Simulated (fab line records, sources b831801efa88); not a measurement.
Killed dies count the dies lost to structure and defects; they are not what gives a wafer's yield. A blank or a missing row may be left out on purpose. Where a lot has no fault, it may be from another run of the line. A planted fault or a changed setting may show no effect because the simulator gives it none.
fab line records	flow sky130
[record] lots = 7	wafers = 21	last_day = 48
route steps=708 shown METAL2@495 VIA2@507 PAD_OPEN@708
lots with no fault: from the same line, run without faults
start_h: start of the lot's first displayed wafer, in hours after the record's first day	wait_h: time in hours since the lot's previous step	" same as the row above	L1.1+2: a single row standing in for several wafers	- no value present, or no start provided	* or withheld: withheld	< > ~ a bound
route shown NAME@n: names a module that has steps shown in the file, with the first one's number in the route	usual: mean/standard deviation taken from wafers without a fault	same: alike in all rows	chamber/n: place in a boat	sites: the reading at each site	_std_site: how widely they spread, as a standard deviation	_edge_site: the outer-site mean with the inner-site mean subtracted	radius_mm: how far each site lies from the wafer's centre	mask NAME#n: copy n	behind: the tool/chamber that last shaped the wafer	hold: the reason the lot was held/the length of the hold in hours/how it ended	device: the n, p or np transistor that did not switch	end of line: the route-end tests of the same wafers	a step without rows: its recipe alone	killed: dies lost to structure and defects at the first sort, not the wafer's yield	map: a wafer's dies, x killed, . not, _ none there
set.NAME: the setting the step ran with; set.NAME@STEP: the setting that earlier step ran with	model.NAME: the simulator's own value behind a step, which no gauge read
lots at some steps of the route; a table a step, a row a wafer
services: when a tool's chamber went out of use (start_h, in hours from the record's first day, below 0 if earlier), for how many hours, and the reason
[[steps]]
[step SKY_METAL2_EXPOSE_12]
[recipe] mask_id = MM2	na = 0.8	source_shape = annular	sigma_inner = 0.55	sigma_outer = 0.85	target_cd_nm = 140	dose_mj = 28
[step SKY_METAL2_PEB_13]
[recipe] peb_temp_c = withheld	peb_time_s = withheld	resist = KrF-thick
[step SKY_METAL2_DEVELOP_14]
[recipe] develop_time_s = 60	resist = KrF-thick	dev_temp_c = 21
[step SKY_METAL2_CD_MEAS_15]
[recipe] target_cd_nm = 140
[usual] cd_nm = 140.4/1.7
lot.wafer	tool	chamber	start_h	wait_h	cd_nm
L704.1	cd_sem-02	-	857.81	-	141.8
L704.4	"	-	"	"	140.6
L704.5	"	-	"	"	140.6
L707.3	cd_sem-01	-	863.48	-	140.3
L707.4	"	-	"	"	140.2
L707.5	"	-	"	"	141.1
L709.4	cd_sem-01	-	875.62	-	139.9
L709.5	"	-	"	"	138.9
L709.6	"	-	"	"	138.9
L708.1	cd_sem-01	-	877.49	-	141.7
L708.4	"	-	"	"	142.2
L708.6	"	-	"	"	141.9
L711.3	cd_sem-01	-	894.68	-	139.9
L711.5	"	-	"	"	141.0
L711.6	"	-	"	"	139.3
L714.1	cd_sem-01	-	915.19	-	140.1
L714.3	"	-	"	"	139.0
L714.4	"	-	"	"	141.3
L715.1	cd_sem-02	-	921.71	-	140.4
L715.2	"	-	"	"	140.4
L715.6	"	-	"	"	141.0
[step SKY_METAL2_OVL_MEAS_16]
[usual] METAL2_OVL = -2/7.6
lot.wafer	tool	chamber	start_h	wait_h	METAL2_OVL[nm]
L704.1	overlay-02	-	857.93	0.1	-4
L704.4	"	-	"	"	-17
L704.5	"	-	"	"	-9
L707.3	overlay-01	-	863.57	0.1	5
L707.4	"	-	"	"	-4
L707.5	"	-	"	"	3
L709.4	overlay-02	-	875.70	0.1	-8
L709.5	"	-	"	"	6
L709.6	"	-	"	"	-4
L708.1	overlay-02	-	877.61	0.1	-3
L708.4	"	-	"	"	2
L708.6	"	-	"	"	0
L711.3	overlay-01	-	894.77	0.1	4
L711.5	"	-	"	"	6
L711.6	"	-	"	"	-12
L714.1	overlay-01	-	915.31	0.1	-3
L714.3	"	-	"	"	-1
L714.4	"	-	"	"	14
L715.1	overlay-01	-	921.83	0.1	-8
L715.2	"	-	"	"	-6
L715.6	"	-	"	"	-7
[step SKY_METAL2_DESCUM_17]
[recipe] chemistry = O2	source_power_w = 150	bias_power_w = 0	pressure_mtorr = 10	temp_c = 40	time_s = 8
[usual] chamber_pressure_mTorr = 10.000/0.0088	drypump_motor_current_A = 5.7/0.52	oes_product_au = 1.003/0.011
lot.wafer	tool	chamber	start_h	wait_h	chamber_pressure_mTorr	drypump_motor_current_A	oes_product_au	rf_hours_counter_h
L704.1	rie_metal-04	1	857.97	0.0	9.996	6.0	0.990	8
L704.4	"	0	"	"	9.993	6.5	1.000	-
L704.5	"	0	"	"	10.008	6.5	0.990	-
L707.3	rie_metal-04	1	863.61	0.0	10.012	6.0	1.013	-
L707.4	"	0	"	"	10.013	6.5	1.003	-
L707.5	"	0	"	"	9.998	6.5	0.999	-
L709.4	rie_metal-04	1	875.75	0.0	9.996	6.0	0.997	-
L709.5	"	1	"	"	9.992	6.0	1.008	-
L709.6	"	1	"	"	9.995	6.0	0.990	-
L708.1	rie_metal-02	0	877.65	0.0	9.987	5.2	0.990	5
L708.4	"	0	"	"	9.985	5.1	1.000	-
L708.6	"	0	"	"	9.984	5.2	0.991	-
L711.3	rie_metal-03	1	894.82	0.0	10.011	5.4	1.021	-
L711.5	"	1	"	"	10.017	5.4	1.018	-
L711.6	"	1	"	"	9.992	5.4	1.022	-
L714.1	rie_metal-02	1	915.35	0.0	10.011	5.8	1.005	1
L714.3	"	1	"	"	10.003	5.8	0.996	-
L714.4	"	0	"	"	10.013	5.1	0.989	-
L715.1	rie_metal-04	1	921.87	0.0	9.999	6.0	1.001	11
L715.2	"	0	"	"	10.002	6.5	1.003	16
L715.6	"	1	"	"	9.997	6.0	1.001	-
[step SKY_METAL2_ETCH_18]
[recipe] chemistry = N2/H2	target = BARC	ion_energy_ev = 200	bias_w = 100	pressure_mtorr = 30	n2_flow_sccm = 100	h2_flow_sccm = 200	icp_w = 500	stop_on = SiO2	time_s = 45.9	target_depth_a = 600
[usual] chamber_pressure_mTorr = 30.002/0.028	drypump_motor_current_A = 5.7/0.52	oes_product_au = 0.855/0.0048	throttle_valve_pct = 13.223/0.0084
lot.wafer	tool	chamber	start_h	wait_h	chamber_pressure_mTorr	drypump_motor_current_A	oes_product_au	rf_hours_counter_h	throttle_valve_pct
L704.1	rie_metal-04	1	858.00	0.0	29.999	6.0	0.848	8	13.212
L704.4	"	0	"	"	29.971	6.5	0.855	-	13.223
L704.5	"	0	"	"	30.028	6.5	0.855	-	13.218
L707.3	rie_metal-04	1	863.65	0.0	29.985	6.1	0.858	-	13.216
L707.4	"	0	"	"	30.038	6.5	0.855	-	13.224
L707.5	"	0	"	"	30.007	6.5	0.860	-	13.234
L709.4	rie_metal-04	1	875.84	0.1	29.984	6.0	0.851	-	13.218
L709.5	"	1	"	"	29.994	6.0	0.853	-	13.228
L709.6	"	1	"	"	30.006	6.0	0.859	-	13.241
L708.1	rie_metal-02	0	877.71	0.1	30.013	5.2	0.861	5	13.218
L708.4	"	0	"	"	29.981	5.2	0.853	-	13.217
L708.6	"	0	"	"	30.046	5.2	0.855	-	13.214
L711.3	rie_metal-03	1	894.90	0.1	29.981	5.4	0.849	-	13.214
L711.5	"	1	"	"	29.993	5.4	0.847	-	13.217
L711.6	"	1	"	"	30.020	5.4	0.843	-	13.225
L714.1	rie_metal-02	1	915.38	0.0	30.001	5.8	0.852	1	13.233
L714.3	"	1	"	"	30.023	5.8	0.858	-	13.215
L714.4	"	0	"	"	29.978	5.2	0.852	-	13.228
L715.1	rie_metal-04	1	921.90	0.0	30.047	6.0	0.852	11	13.203
L715.2	"	0	"	"	30.013	6.5	0.854	16	13.224
L715.6	"	1	"	"	30.025	6.1	0.851	-	13.227
[step SKY_METAL2_METAL_ETCH_19]
[recipe] target_depth_a = 3600	stop_on = SiO2	over_etch_frac = 0.3	time_s = 78	chemistry = Cl2/BCl3	resist_sidewall_deg = 88	pressure_mtorr = 10	icp_w = 900	bias_w = 48.5	Cl2_flow_sccm = 60	bcl3_flow_sccm = 30
[usual] chamber_pressure_mTorr = 10.001/0.0089	drypump_motor_current_A = 5.7/0.52	oes_product_au = 0.852/0.0069	throttle_valve_pct = 22.263/0.0092
lot.wafer	tool	chamber	start_h	wait_h	chamber_pressure_mTorr	drypump_motor_current_A	oes_product_au	rf_hours_counter_h	throttle_valve_pct
L704.1	rie_metal-04	1	858.06	0.0	10.000	6.0	0.856	8	22.271
L704.4	"	0	"	"	10.001	6.5	0.856	-	22.268
L704.5	"	0	"	"	9.985	6.6	0.864	-	22.265
L707.3	rie_metal-04	1	863.72	0.1	9.989	6.1	0.872	-	22.267
L707.4	"	0	"	"	9.992	6.5	0.857	-	22.265
L707.5	"	0	"	"	10.015	6.5	0.863	-	22.253
L709.4	rie_metal-04	1	876.00	0.1	9.986	6.0	0.850	-	22.259
L709.5	"	1	"	"	10.011	6.0	0.855	-	22.264
L709.6	"	1	"	"	9.998	6.0	0.848	-	22.254
L708.1	rie_metal-02	0	877.84	0.1	10.004	5.2	0.851	5	22.262
L708.4	"	0	"	"	9.997	5.2	0.857	-	22.257
L708.6	"	0	"	"	10.004	5.1	0.842	-	22.262
L711.3	rie_metal-03	1	895.05	0.1	10.006	5.4	0.852	-	22.274
L711.5	"	1	"	"	10.006	5.4	0.853	-	22.277
L711.6	"	1	"	"	9.999	5.4	0.864	-	22.257
L714.1	rie_metal-02	1	915.44	0.0	10.003	5.8	0.844	1	22.265
L714.3	"	1	"	"	10.003	5.8	0.862	-	22.265
L714.4	"	0	"	"	10.011	5.1	0.843	-	22.253
L715.1	rie_metal-04	1	921.96	0.0	10.003	6.0	0.850	11	22.262
L715.2	"	0	"	"	10.015	6.5	0.851	16	22.263
L715.6	"	1	"	"	10.002	6.0	0.849	-	22.251
[step SKY_METAL2_STRIP_20]
[recipe] chemistry = O2/N2	power_w = 1400	pressure_mtorr = 1500	platen_temp_c = withheld	o2_flow_sccm = 3000	n2_flow_sccm = 300	overash_fraction = 0.5
[usual] chamber_pressure_mTorr = 1500.0/1.4	drypump_motor_current_A = 5.6/0.39	oes_product_au = 0.343/0.0051	strip_time_to_endpoint_s = 2.69/0.048
[same] overash_fraction = 0.5
lot.wafer	tool	chamber	start_h	wait_h	chamber_pressure_mTorr	drypump_motor_current_A	oes_product_au	rf_hours_counter_h	strip_time_to_endpoint_s
L704.1	plasma_asher-02	1	858.15	0.1	1497.4	5.9	0.339	44	2.69
L704.4	"	0	"	"	1498.8	5.2	0.347	-	2.70
L704.5	"	1	"	"	1499.3	5.9	0.350	-	2.74
L707.3	plasma_asher-01	1	863.82	0.1	1500.8	5.3	0.339	-	2.68
L707.4	"	0	"	"	1499.5	5.4	0.340	-	2.71
L707.5	"	0	"	"	1503.2	5.4	0.356	-	2.70
L709.4	plasma_asher-02	0	876.12	0.1	1497.9	5.2	0.348	-	2.70
L709.5	"	0	"	"	1499.1	5.2	0.351	-	2.73
L709.6	"	1	"	"	1499.6	5.9	0.351	-	2.70
L708.1	plasma_asher-02	0	878.02	0.1	1497.8	5.2	0.348	46	2.73
L708.4	"	1	"	"	1501.4	5.9	0.348	-	2.72
L708.6	"	1	"	"	1498.4	5.9	0.349	-	2.74
L711.3	plasma_asher-03	0	895.20	0.1	1501.7	5.3	0.336	-	2.62
L711.5	"	1	"	"	1499.5	6.2	0.337	-	2.61
L711.6	"	0	"	"	1501.0	5.3	0.336	-	2.62
L714.1	plasma_asher-03	1	915.53	0.1	1500.1	6.2	0.341	109	2.71
L714.3	"	1	"	"	1497.9	6.2	0.346	-	2.67
L714.4	"	0	"	"	1499.7	5.2	0.349	-	2.71
L715.1	plasma_asher-03	0	922.05	0.1	1500.8	5.3	0.351	110	2.68
L715.2	"	1	"	"	1501.5	6.2	0.332	110	2.65
L715.6	"	1	"	"	1498.3	6.2	0.347	-	2.67
[step SKY_METAL2_STRIP_21]
[recipe] chemistry = post_etch_residue_remover	time_s = 1200	temp_c = 72.5
[step SKY_METAL2_CLEAN_22]
[recipe] chemistry = IPA	time_s = 180	temp_c = 25
[step SKY_METAL2_CLEAN_23]
[recipe] chemistry = O3/DIW	dry = n2_spin
[step SKY_VIA2_HDPCVD_00]
[recipe] material = SiO2	target_thk_nm = 1180	sigma_open_frac = 0.3	time_s = 196.7	temp_c = 400	sih4_flow_sccm = 60	pressure_mtorr = 6
[usual] pressure_mtorr = 5.999/0.011	sih4_flow_sccm = 60.01/0.18	susceptor_temp_C = 400.01/0.19
lot.wafer	tool	chamber	start_h	wait_h	pressure_mtorr	sih4_flow_sccm	susceptor_temp_C	model.SiO2_of_VIA2_HDPCVD_00.thk_nm
L704.1	hdpcvd-01	0	858.80	0.0	5.994	60.15	399.85	1171
L704.4	"	2	"	"	6.034	60.09	399.85	1207
L704.5	"	0	"	"	6.011	60.36	400.17	1179
L707.3	hdpcvd-02	1	864.47	0.0	6.017	59.92	400.00	1172
L707.4	"	2	"	"	5.991	59.90	400.21	1177
L707.5	"	1	"	"	5.994	60.22	399.91	1184
L709.4	hdpcvd-02	2	876.74	0.1	6.000	90.19	399.93	1760
L709.5	"	0	"	"	5.995	89.72	400.08	1781
L709.6	"	1	"	"	6.005	90.08	400.14	1758
L708.1	hdpcvd-02	0	878.62	0.0	6.004	90.16	399.94	1794
L708.4	"	2	"	"	6.007	90.15	400.13	1785
L708.6	"	0	"	"	5.994	89.75	400.15	1793
L711.3	hdpcvd-02	2	895.76	0.0	6.016	89.85	399.90	1773
L711.5	"	0	"	"	6.008	89.96	400.18	1772
L711.6	"	2	"	"	5.985	89.77	399.94	1774
L714.1	hdpcvd-01	1	916.13	0.0	5.994	59.81	400.03	1165
L714.3	"	0	"	"	5.999	60.13	400.05	1163
L714.4	"	1	"	"	6.006	59.98	400.04	1177
L715.1	hdpcvd-01	2	922.64	0.0	5.988	59.86	399.99	1182
L715.2	"	1	"	"	5.995	60.13	399.63	1176
L715.6	"	2	"	"	6.007	60.16	400.28	1183
[step SKY_VIA2_THK_MEAS_01]
[recipe] reads = SiO2_of_VIA2_HDPCVD_00
[usual] VIA2_HDPCVD_THK = 1178/11
lot.wafer	tool	chamber	start_h	wait_h	VIA2_HDPCVD_THK[nm]
L704.1	film_metro-01	-	858.93	0.1	1172
L704.4	"	-	"	"	1206
L704.5	"	-	"	"	1180
L707.3	film_metro-02	-	864.61	0.1	1173
L707.4	"	-	"	"	1178
L707.5	"	-	"	"	1183
L709.4	film_metro-04	-	876.84	0.0	1760
L709.5	"	-	"	"	1781
L709.6	"	-	"	"	1757
L708.1	film_metro-01	-	878.74	0.1	1795
L708.4	"	-	"	"	1785
L708.6	"	-	"	"	1792
L711.3	film_metro-04	-	895.91	0.1	1772
L711.5	"	-	"	"	1773
L711.6	"	-	"	"	1774
L714.1	film_metro-04	-	916.26	0.1	1166
L714.3	"	-	"	"	1163
L714.4	"	-	"	"	1177
L715.1	film_metro-01	-	922.77	0.1	1181
L715.2	"	-	"	"	1176
L715.6	"	-	"	"	1183
[step SKY_VIA2_CMP_02]
[recipe] material = SiO2	down_force_psi = 4	platen_rpm = 60	pad_velocity_m_s = 0.94248
[usual] motor_current_A = 11.5/1.2
lot.wafer	tool	chamber	start_h	wait_h	motor_current_A
L704.4	cmp-02	3	859.20	0.2	11.2
L704.1	"	0	"	"	10.0
L704.5	"	2	"	"	12.8
L707.4	cmp-02	0	864.65	0.0	10.9
L707.3	"	3	"	"	11.4
L707.5	"	0	"	"	9.8
L709.4	cmp-02	1	876.97	0.1	11.5
L709.5	"	3	"	"	10.9
L709.6	"	0	"	"	10.5
L708.4	cmp-01	2	878.80	0.0	12.8
L708.1	"	1	"	"	13.2
L708.6	"	2	"	"	13.4
L711.3	cmp-02	0	896.00	0.1	10.0
L711.5	"	3	"	"	10.3
L711.6	"	0	"	"	10.2
L714.4	cmp-02	3	916.37	0.1	11.0
L714.3	"	0	"	"	10.5
L714.1	"	1	"	"	11.4
L715.1	cmp-01	1	922.83	0.1	13.0
L715.2	"	3	"	"	12.8
L715.6	"	1	"	"	12.3
[step SKY_PAD_OPEN_PROBE_99]
[usual] defect_limited_yield = 82.5/2.1	killed_at_M0_to_M3 = 44/7.3	killed_at_M4_up = 3.4/1.8	killed_at_contacts = 24/5.8	killed_at_front_end = 15/4.9	killed_at_other = 0.4/0.63	killed_dies = 86/11	killed_open = 47/8	killed_short = 39/6.5	sort_bin_3_pad_short = 0.9/0.38	sort_bin_5_function = 10.4/1.6	sort_bin_6_memory = 6.2/1.2	sort_n_pass = 406/11	sort_yield_pct = 82.5/2.1
[same] gross_dies = 492	killed_at_back_side = 0	sort_bin_4_leakage[%] = 0	sort_bin_8_speed[%] = 0
lot.wafer	tool	chamber	start_h	wait_h	defect_limited_yield[%]	killed_at_M0_to_M3	killed_at_M4_up	killed_at_contacts	killed_at_front_end	killed_at_other	killed_dies	killed_open	killed_short	sort_bin_3_pad_short[%]	sort_bin_5_function[%]	sort_bin_6_memory[%]	sort_n_pass	sort_yield_pct[%]
L707.3	prober-02	-	1110.22	0.2	85.8	39	1	18	12	0	70	34	36	0.2	8.5	5.5	422	85.8
L707.4	prober-02	-	1110.27	0.2	80.9	44	6	34	9	1	94	60	33	1.2	11.8	6.1	398	80.9
L707.5	prober-02	-	1110.32	0.2	82.7	46	3	18	17	1	85	43	40	0.4	11.4	5.5	407	82.7
L709.4	prober-01	-	1119.08	0.2	81.9	38	5	29	17	0	89	54	34	1.2	11.2	5.7	403	81.9
L709.5	prober-01	-	1119.13	0.2	84.3	36	4	19	16	2	77	42	34	0	10.2	5.5	415	84.3
L709.6	prober-01	-	1119.18	0.2	82.7	35	3	28	19	0	85	39	43	0.8	11.4	5.1	407	82.7
L715.1	prober-02	-	1154.67	0.1	80.9	42	1	37	14	0	94	59	35	1.0	10.8	7.3	398	80.9
L715.2	prober-02	-	1154.72	0.1	79.3	45	6	29	21	1	102	54	45	0.2	12.6	7.9	390	79.3
L715.6	prober-02	-	1154.92	0.2	80.1	40	5	36	17	0	98	53	45	0.8	14.0	5.1	394	80.1
// killed by level:class
L707.3 VIA1:geometric_particle:open=7 VIA3:geometric_particle:open=7 LI_CONTACT:geometric_particle:open=5 VIA1:geometric_particle:short=5 VIA3:geometric_particle:short=5 LOCAL_INTERCONNECT:geometric_particle:short=4 FIELD_ISO:geometric_particle:short=3 CONTACT:geometric_particle:open=3
L707.4 LI_CONTACT:geometric_particle:open=16 VIA1:geometric_particle:open=13 CONTACT:geometric_particle:open=8 VIA2:geometric_particle:open=8 METAL1:geometric_particle:short=6 CONTACT:geometric_particle:short=5 METAL4:geometric_particle:short=5 VIA3:geometric_particle:open=5
L707.5 VIA3:geometric_particle:open=12 VIA2:geometric_particle:open=7 CONTACT:geometric_particle:open=6 FIELD_ISO:geometric_particle:open=5 LI_CONTACT:geometric_particle:open=5 VIA1:geometric_particle:open=5 METAL2:geometric_particle:short=5 FIELD_ISO:geometric_particle:short=4
L709.4 CONTACT:geometric_particle:open=11 VIA1:geometric_particle:open=8 POLY_GATE:geometric_particle:open=8 LI_CONTACT:geometric_particle:open=8 VIA3:geometric_particle:open=7 VIA1:geometric_particle:short=6 LOCAL_INTERCONNECT:geometric_particle:short=4 LI_CONTACT:geometric_particle:short=4
L709.5 CONTACT:geometric_particle:open=8 METAL1:geometric_particle:short=6 VIA3:geometric_particle:open=6 CONTACT:geometric_particle:short=5 METAL2:geometric_particle:short=5 VIA2:geometric_particle:short=5 FIELD_ISO:geometric_particle:open=4 LI_CONTACT:geometric_particle:open=4
L709.6 CONTACT:geometric_particle:open=9 LOCAL_INTERCONNECT:geometric_particle:short=7 VIA2:geometric_particle:open=7 VIA1:geometric_particle:open=6 FIELD_ISO:geometric_particle:short=5 POLY_GATE:geometric_particle:short=4 LI_CONTACT:geometric_particle:open=4 LI_CONTACT:geometric_particle:short=4
L715.1 CONTACT:geometric_particle:open=15 METAL2:geometric_particle:short=9 LI_CONTACT:geometric_particle:open=8 VIA1:geometric_particle:open=8 VIA2:geometric_particle:open=8 CONTACT:geometric_particle:short=6 VIA2:geometric_particle:short=5 FIELD_ISO:geometric_particle:open=4
L715.2 VIA1:geometric_particle:open=11 CONTACT:geometric_particle:open=8 CONTACT:geometric_particle:short=8 LI_CONTACT:geometric_particle:open=7 METAL2:geometric_particle:short=6 VIA1:geometric_particle:short=6 VIA3:geometric_particle:open=6 FIELD_ISO:geometric_particle:open=5
L715.6 CONTACT:geometric_particle:open=12 VIA1:geometric_particle:open=12 LOCAL_INTERCONNECT:geometric_particle:short=9 VIA1:geometric_particle:short=9 VIA3:geometric_particle:open=7 LI_CONTACT:geometric_particle:open=7 FIELD_ISO:geometric_particle:open=4 FIELD_ISO:geometric_particle:short=4
[[services]]
tool	chamber	start_h	hours	kind
cmp-02	-	846.09	0.5	repair
hdpcvd-02	-	850.73	2.7	repair
cmp-01	-	852.52	1.3	repair
cmp-01	-	861.66	0.2	repair
rie_metal-03	-	863.70	2.3	repair
rie_metal-02	1	868.52	-	clean
rie_metal-02	1	868.52	20.2	scheduled_down
rie_metal-02	1	868.52	20.2	vent_cycle
cmp-02	-	871.81	4.7	pm
cmp-01	-	873.86	0.3	repair
rie_metal-04	0	874.06	3.7	repair
rie_metal-02	-	874.54	2.8	pm
cmp-02	-	880.40	4.4	repair
hdpcvd-01	0	882.76	2.9	repair
plasma_asher-02	-	883.63	2.8	pm
rie_metal-03	-	886.34	1.3	repair
rie_metal-03	0	890.63	2.4	repair
rie_metal-03	0	893.00	-	clean
rie_metal-03	0	893.00	17.9	scheduled_down
plasma_asher-01	-	899.61	5.7	repair
hdpcvd-01	-	900.32	3.1	repair
rie_metal-02	-	901.49	0.2	repair
cmp-01	-	913.57	4.0	pm
hdpcvd-02	0	918.32	19.8	repair
[[key]]
[first_sign] step = SKY_VIA2_HDPCVD_00	reading = sih4_flow_sccm	direction = up	sigmas = 99+	usual = 60.01	struck = 89.96
[effect] step = SKY_VIA2_THK_MEAS_01	reading = VIA2_HDPCVD_THK	direction = up	sigmas = 53	usual = 1178	struck = 1777
[model_effect] step = SKY_VIA2_HDPCVD_00	value = SiO2_of_VIA2_HDPCVD_00.thk_nm	without = 1187	struck = 1777
met_at SKY_VIA2_HDPCVD_00
struck_wafers L708.1,L708.4,L708.6,L709.4,L709.5,L709.6,L711.3,L711.5,L711.6
rows_end L708.1,L708.4,L708.6
onset_between 864.47 876.74
[fault] kind = process_parameter_drift	tool = hdpcvd-02	chamber = -	onset_h = 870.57	steps = SKY_VIA2_HDPCVD_00	channel = sih4_flow_sccm	offset = 30	shape = step	acts_in = these_recipes_only	stated = 60
// rows_end: these wafers met a further fault down the route, and their rows from its step on are left out
